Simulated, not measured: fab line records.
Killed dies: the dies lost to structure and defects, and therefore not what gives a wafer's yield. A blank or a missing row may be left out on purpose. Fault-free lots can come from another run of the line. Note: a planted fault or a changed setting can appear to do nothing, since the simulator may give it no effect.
One fault seen from 2 desks / flow gf180mcu / only its own numbers are on each desk; what lay behind them is given at the end

## THE TOOL OWNER'S DESK: pvd sputter-01
The tool's own readings at GF_V3_SPUTTER_22 (material TiN, target thk 10 nm, time 40 s): means of the sampled wafers that have a number, for each lot that ran on this tool. The brackets show how far a lot's mean lies from the usual mean; more than 4 standard deviations puts the lot out of limits, marked OUT.
Columns: A = throttle valve pct at GF_V3_SPUTTER_22, usual 29.8 %
lot=L712; first seen here=day 23 00:32; A=28.5
lot=L723; first seen here=day 27 05:35; A=28.1
lot=L725; first seen here=day 27 19:00; A=29.3
lot=L726; first seen here=day 28 01:05; A=27.4
Finding of this desk: none of the 4 lots has anything out of limits.

## AT THE METROLOGY DESK
Means of the sampled wafers that have a number, per lot and without regard to the tool the lot ran on: this is what the gauges read. The brackets show how far a lot's mean lies from the usual mean; more than 4 standard deviations puts the lot out of limits, marked OUT.
Columns: A = cd nm at GF_V3_CD_MEAS_14, usual 260.1 nm; B = V3_OVL at GF_V3_OVL_MEAS_15, usual 1 nm
lot=L712; first seen here=day 22 23:42; A=259.2; B=-1
lot=L723; first seen here=day 27 04:46; A=260.7; B=5
lot=L725; first seen here=day 27 18:08; A=260.8; B=0
lot=L726; first seen here=day 28 00:13; A=261.8; B=-2
lot=L727; first seen here=day 28 01:35; A=260.4; B=-3
lot=L730; first seen here=day 28 18:32; A=260.2; B=6
lot=L731; first seen here=day 29 07:27; A=259.6; B=0
Finding of this desk: none of the 7 lots has anything out of limits.

## TAKEN TOGETHER
The desk of the tool owner found nothing out of limits.
At the metrology desk, nothing out of limits was observed.

## WHAT THE SIMULATOR HAD PUT IN
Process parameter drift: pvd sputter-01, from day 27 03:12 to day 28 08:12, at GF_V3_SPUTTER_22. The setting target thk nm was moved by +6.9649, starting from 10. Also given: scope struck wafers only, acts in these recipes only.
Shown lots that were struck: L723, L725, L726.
